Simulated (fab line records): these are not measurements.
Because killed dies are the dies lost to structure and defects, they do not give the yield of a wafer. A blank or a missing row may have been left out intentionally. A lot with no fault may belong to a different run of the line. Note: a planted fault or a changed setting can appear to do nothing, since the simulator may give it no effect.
fab line records	flow gf180mcu
record lots=5	wafers=23
route steps=602 shown TOP_METAL@578 PASSIVATION@587
start-h: start of the lot's first displayed wafer, in hours after the record's first day	wait-h: hours since the lot's step before	" as in the row above	L1.1+2: several wafers, shown together as one row	- no value, or no start was given	* or withheld: withheld	< > ~ a bound
route shown NAME@n: a module of which the file shows steps, and the number in the route of the first	usual: the fault-free wafers' mean and standard deviation	same: alike in all rows	chamber/n: place in a boat	sites: readings site by site	_std_site: standard deviation of those values	_edge_site: outer sites' mean less inner sites'	radius-mm: for every site, how far away it sits from the centre of the wafer	mask NAME#n: copy n	behind: the most recent tool/chamber to have shaped the wafer	hold: cause of the lot's hold/its duration in hours/its outcome	device: whichever transistor did not switch (one of n, p or np)	end of line: tests run on the same wafers once the route is complete	a step given without rows: its recipe and nothing more	killed: not the wafer's yield, but the dies lost to structure and defects at the first sort	map: the dies of a wafer, with x for killed, . for not killed, _ for no die there
set.NAME: the setting that was run; set.NAME@STEP: the one run at that earlier step	model.NAME: the simulator's own value behind a step, which no gauge read
lots whose settings were changed on purpose; a table a step, a row a wafer
## steps
# step GF_TOP_METAL_EXPOSE_11
# recipe mask-id=MetalTop	target-cd-nm=440	na=0.6	source-shape=conventional	sigma-outer=0.6	dose-mj=170
lot.wafer	tool	chamber	start-h	wait-h	mask	set.dose-mj
L074.1+5	iline-stepper-02	0	-	-	MetalTop#0	176
L074.2+3+6	"	0	"	"	MetalTop#0	170
L076.1+3+6	iline-stepper-01	0	-	-	MetalTop#0	170
L080.1+2+3+4+5	iline-stepper-01	0	-	-	MetalTop#0	170
L082.1+2+3+4+6	iline-stepper-01	0	-	-	MetalTop#0	170
L083.1+3+4	iline-stepper-02	0	-	-	MetalTop#0	158.7
L083.5+6	"	0	"	"	MetalTop#0	170
# step GF_TOP_METAL_PEB_12
# recipe temp-c=withheld	time-s=*	resist=NOVOLAK
# step GF_TOP_METAL_DEVELOP_13
# recipe develop-time-s=60	dev-temp-c=23.46
lot.wafer	tool	chamber	start-h	wait-h	set.dose-mj@TOP_METAL_EXPOSE_11	model.TOP_METAL.cd-nm
L074.1	litho-track-04	0	637.93	0.1	176	428.1
L074.2	"	0	"	"	170	442.5
L074.3	"	0	"	"	170	443.3
L074.5	"	0	"	"	176	432.7
L074.6	"	0	"	"	170	442.3
L076.1	litho-track-03	0	658.21	0.1	170	438.7
L076.3	"	0	"	"	170	438.4
L076.6	"	0	"	"	170	440
L080.1	litho-track-01	0	710.91	0.1	170	440.5
L080.2	"	0	"	"	170	441
L080.3	"	0	"	"	170	440.6
L080.4	"	0	"	"	170	442.9
L080.5	"	0	"	"	170	441.1
L082.1	litho-track-03	0	715.56	0.1	170	441.3
L082.2	"	0	"	"	170	441.2
L082.3	"	0	"	"	170	443.3
L082.4	"	0	"	"	170	442.7
L082.6	"	0	"	"	170	442.6
L083.1	litho-track-04	0	723.93	0.1	158.7	456.8
L083.3+4	"	0	"	"	158.7	460
L083.5	"	0	"	"	170	438.8
L083.6	"	0	"	"	170	439.2
# step GF_TOP_METAL_CD_MEAS_14
# recipe target-cd-nm=440
# usual cd-nm=440.1/1.7
lot.wafer	tool	chamber	start-h	wait-h	set.dose-mj@TOP_METAL_EXPOSE_11	cd-nm
L074.1	cd-sem-01	-	638.08	0.1	176	428.0
L074.2	"	-	"	"	170	442.5
L074.3	"	-	"	"	170	443.3
L074.5	"	-	"	"	176	432.8
L074.6	"	-	"	"	170	441.7
L076.1	cd-sem-01	-	658.36	0.1	170	439.0
L076.3	"	-	"	"	170	438.1
L076.6	"	-	"	"	170	439.9
L080.1	cd-sem-01	-	711.06	0.1	170	440.5
L080.2	"	-	"	"	170	441.0
L080.3	"	-	"	"	170	440.5
L080.4	"	-	"	"	170	443.2
L080.5	"	-	"	"	170	441.5
L082.1	cd-sem-01	-	715.71	0.1	170	441.7
L082.2	"	-	"	"	170	440.9
L082.3	"	-	"	"	170	443.3
L082.4	"	-	"	"	170	443.0
L082.6	"	-	"	"	170	443.0
L083.1	cd-sem-01	-	724.08	0.1	158.7	456.7
L083.3	"	-	"	"	158.7	460.1
L083.4	"	-	"	"	158.7	460.1
L083.5	"	-	"	"	170	438.9
L083.6	"	-	"	"	170	439.3
# step GF_TOP_METAL_METAL_ETCH_16
# recipe chemistry=Cl2/BCl3	mask-material=NOVOLAK	target-depth-nm=1077.5	stop-on=SiO2	pressure-mtorr=8	icp-w=800	bias-w=140	Cl2_flow_sccm=80	bcl3-flow-sccm=40	time-s=179.6
lot.wafer	tool	chamber	start-h	wait-h	set.spin-rpm@TOP_METAL_COAT_09	set.dose-mj@TOP_METAL_EXPOSE_11	model.NOVOLAK_of_TOP_METAL_COAT_09.thk-nm	model.TOP_METAL.cd-nm
L074.1	rie-metal-01	0	638.24	0.0	3000	176	1059	425.9
L074.2	"	1	"	"	2815	170	1111	441.4
L074.3	"	1	"	"	2815	170	1112	443.6
L074.5	"	1	"	"	2815	176	1117	432.6
L074.6	"	0	"	"	3000	170	1062	441.3
L076.1	rie-metal-02	1	658.51	0.0	3000	170	1060	445.8
L076.3	"	0	"	"	3000	170	1074	445.4
L076.6	"	0	"	"	3000	170	1073	443.9
L080.1	rie-metal-03	0	711.22	0.0	3000	170	1057	442.7
L080.2	"	1	"	"	3000	170	1050	439
L080.3	"	0	"	"	3000	170	1060	437.4
L080.4	"	1	"	"	3000	170	1050	438.4
L080.5	"	0	"	"	3000	170	1064	436.4
L082.1	rie-metal-01	0	715.86	0.0	3000	170	1068	435.6
L082.2	"	0	"	"	3000	170	1072	433
L082.3	"	0	"	"	2879	170	1097	438.7
L082.4	"	0	"	"	2879	170	1104	433.5
L082.6	"	0	"	"	2879	170	1103	436.4
L083.1	rie-metal-02	0	724.24	0.0	3144	158.7	1044	461.7
L083.3	"	1	"	"	3000	158.7	1057	462.3
L083.4	"	0	"	"	3144	158.7	1048	464.7
L083.5	"	1	"	"	3000	170	1058	439.4
L083.6	"	0	"	"	3144	170	1048	441.9
# step GF_TOP_METAL_STRIP_17
# recipe chemistry=O2/N2	power-w=1400	pressure-mtorr=1500	platen-temp-c=250	o2-flow-sccm=3000	n2-flow-sccm=300	overash-fraction=0.5
# usual strip-time-to-endpoint-s=13.42/0.1
lot.wafer	tool	chamber	start-h	wait-h	set.spin-rpm@TOP_METAL_COAT_09	strip-time-to-endpoint-s
L074.1	plasma-asher-02	0	638.42	0.1	3000	13.31
L074.2	"	1	"	"	2815	13.94
L074.3	"	0	"	"	2815	13.94
L074.5	"	0	"	"	2815	14.01
L074.6	"	1	"	"	3000	13.36
L076.1	plasma-asher-01	1	658.69	0.1	3000	13.33
L076.3	"	1	"	"	3000	13.50
L076.6	"	0	"	"	3000	13.49
L080.1	plasma-asher-02	0	711.39	0.1	3000	13.29
L080.2	"	1	"	"	3000	13.22
L080.3	"	0	"	"	3000	13.33
L080.4	"	1	"	"	3000	13.22
L080.5	"	0	"	"	3000	13.38
L082.1	plasma-asher-01	0	716.21	0.3	3000	13.42
L082.2	"	1	"	"	3000	13.49
L082.3	"	1	"	"	2879	13.78
L082.4	"	0	"	"	2879	13.86
L082.6	"	1	"	"	2879	13.84
L083.1	plasma-asher-03	0	724.41	0.1	3144	13.18
L083.3	"	0	"	"	3000	13.31
L083.4	"	1	"	"	3144	13.20
L083.5	"	1	"	"	3000	13.33
L083.6	"	0	"	"	3144	13.23
# step GF_PASSIVATION_CVD_00
# recipe material=SiO2	target-thk-nm=1000	precursor=TEOS	temp-c=400	time-s=111.95	rf-w=600
lot.wafer	tool	chamber	start-h	wait-h	set.time-s	model.SiO2_of_PASSIVATION_CVD_00.thk-nm
L074.1	pecvd-01	0	638.96	0.0	111.95	997.7
L074.2	"	1	"	"	111.95	983.6
L074.3	"	2	"	"	103.2	914
L074.5	"	1	"	"	103.2	927.2
L074.6	"	2	"	"	103.2	924.6
L076.1	pecvd-02	0	659.31	0.0	111.95	977.1
L076.3	"	1	"	"	111.95	980.9
L076.6	"	1	"	"	111.95	1003
L080.1	pecvd-03	2	711.94	0.0	111.95	983.2
L080.2	"	0	"	"	111.95	998.9
L080.3	"	1	"	"	111.95	992.3
L080.4	"	2	"	"	111.95	1014
L080.5	"	0	"	"	111.95	1021
L082.1	pecvd-03	0	716.75	0.0	111.95	988.4
L082.2	"	1	"	"	102.2	897.8
L082.3	"	2	"	"	102.2	894.1
L082.4	"	0	"	"	111.95	1011
L082.6	"	1	"	"	111.95	991
L083.1	pecvd-01	1	724.95	0.0	111.95	985.8
L083.3	"	0	"	"	111.95	983.6
L083.4	"	0	"	"	111.95	991.6
L083.5	"	1	"	"	111.95	1009
L083.6	"	2	"	"	111.95	1000
# step GF_PASSIVATION_THK_MEAS_01
# recipe reads=SiO2_of_PASSIVATION_CVD_00
# usual PASSIVATION_CVD_00_THK=998/13
lot.wafer	tool	chamber	start-h	wait-h	set.time-s@PASSIVATION_CVD_00	PASSIVATION_CVD_00_THK[nm]
L074.1	film-metro-03	-	639.04	0.0	111.95	998
L074.2	"	-	"	"	111.95	983
L074.3	"	-	"	"	103.2	914
L074.5	"	-	"	"	103.2	927
L074.6	"	-	"	"	103.2	925
L076.1	film-metro-02	-	659.39	0.0	111.95	977
L076.3	"	-	"	"	111.95	981
L076.6	"	-	"	"	111.95	1003
L080.1	film-metro-03	-	712.01	0.0	111.95	984
L080.2	"	-	"	"	111.95	999
L080.3	"	-	"	"	111.95	993
L080.4	"	-	"	"	111.95	1014
L080.5	"	-	"	"	111.95	1021
L082.1	film-metro-02	-	716.83	0.0	111.95	990
L082.2	"	-	"	"	102.2	897
L082.3	"	-	"	"	102.2	894
L082.4	"	-	"	"	111.95	1011
L082.6	"	-	"	"	111.95	992
L083.1	film-metro-02	-	725.03	0.0	111.95	986
L083.3	"	-	"	"	111.95	984
L083.4	"	-	"	"	111.95	992
L083.5	"	-	"	"	111.95	1010
L083.6	"	-	"	"	111.95	1001
# step GF_PASSIVATION_EXPOSE_08
# recipe mask-id=Pad	target-cd-nm=40000	na=0.57	dose-mj=310
lot.wafer	tool	chamber	start-h	wait-h	mask	set.dose-mj
L074.1+2+3+5+6	iline-stepper-02	0	-	-	Pad#0	310
L076.1+3+6	iline-stepper-02	0	-	-	Pad#0	310
L080.1+2+3+4+5	iline-stepper-02	0	-	-	Pad#0	310
L082.1+2+3	iline-stepper-01	0	-	-	Pad#0	310
L082.4+6	"	0	"	"	Pad#0	287.8
L083.1+5+6	iline-stepper-01	0	-	-	Pad#0	310
L083.3+4	"	0	"	"	Pad#0	291.4
# step GF_PASSIVATION_PEB_09
# recipe temp-c=115	time-s=withheld
# step GF_PASSIVATION_DEVELOP_10
# recipe develop-time-s=60	dev-temp-c=23
# step GF_PASSIVATION_ETCH_11
# recipe chemistry=CF4/O2	target-depth-nm=1800	stop-on=TiN	source-w=800	bias-w=150	pressure-mtorr=150	cf4-flow-sccm=80	O2_flow_sccm=10	time-s=400
lot.wafer	tool	chamber	start-h	wait-h	set.time-s@PASSIVATION_CVD_00	model.PASSIVATION.feature-depth-nm
L074.1	rie-diel-02	0	658.71	-	111.95	1701
L074.2	"	1	"	"	111.95	1683
L074.3	"	3	"	"	103.2	1619
L074.5	"	1	"	"	103.2	1639
L074.6	"	0	"	"	103.2	1638
L076.1	rie-diel-03	1	678.91	-	111.95	1668
L076.3	"	3	"	"	111.95	1670
L076.6	"	3	"	"	111.95	1708
L080.1	rie-diel-04	2	729.85	-	111.95	1686
L080.2	"	3	"	"	111.95	1694
L080.3	"	1	"	"	111.95	1685
L080.4	"	0	"	"	111.95	1730
L080.5	"	3	"	"	111.95	1727
L082.1	rie-diel-04	0	734.98	-	111.95	1697
L082.2	"	1	"	"	102.2	1607
L082.3	"	3	"	"	102.2	1606
L082.4	"	2	"	"	111.95	1736
L082.6	"	0	"	"	111.95	1714
L083.1	rie-diel-02	0	742.10	-	111.95	1692
L083.3	"	1	"	"	111.95	1683
L083.4	"	3	"	"	111.95	1703
L083.5	"	3	"	"	111.95	1716
L083.6	"	0	"	"	111.95	1707
## key
split step=GF_TOP_METAL_EXPOSE_11	setting=dose-mj	stated=170	by=wafer
response step=GF_TOP_METAL_DEVELOP_13	reading=model.TOP_METAL.cd-nm	change=-3.11	per=1%	r=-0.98
response step=GF_TOP_METAL_CD_MEAS_14	reading=cd-nm	change=-3.08	per=1%	r=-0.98
response step=GF_TOP_METAL_METAL_ETCH_16	reading=model.TOP_METAL.cd-nm	change=-3.41	per=1%	r=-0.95
split step=GF_PASSIVATION_CVD_00	setting=time-s	stated=111.95	by=wafer
response step=GF_PASSIVATION_CVD_00	reading=model.SiO2_of_PASSIVATION_CVD_00.thk-nm	change=+10.3	per=1%	r=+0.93
response step=GF_PASSIVATION_THK_MEAS_01	reading=PASSIVATION_CVD_00_THK	change=+10.4	per=1%	r=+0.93
response step=GF_PASSIVATION_ETCH_11	reading=model.PASSIVATION.feature-depth-nm	change=+10.4	per=1%	r=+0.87
split step=GF_PASSIVATION_EXPOSE_08	setting=dose-mj	stated=310	by=wafer
response none clear
split outside-this-file step=GF_TOP_METAL_COAT_09 setting=spin-rpm
# split outside-this-file: this setting was split too, and the file shows its column; the key of that split is in another file
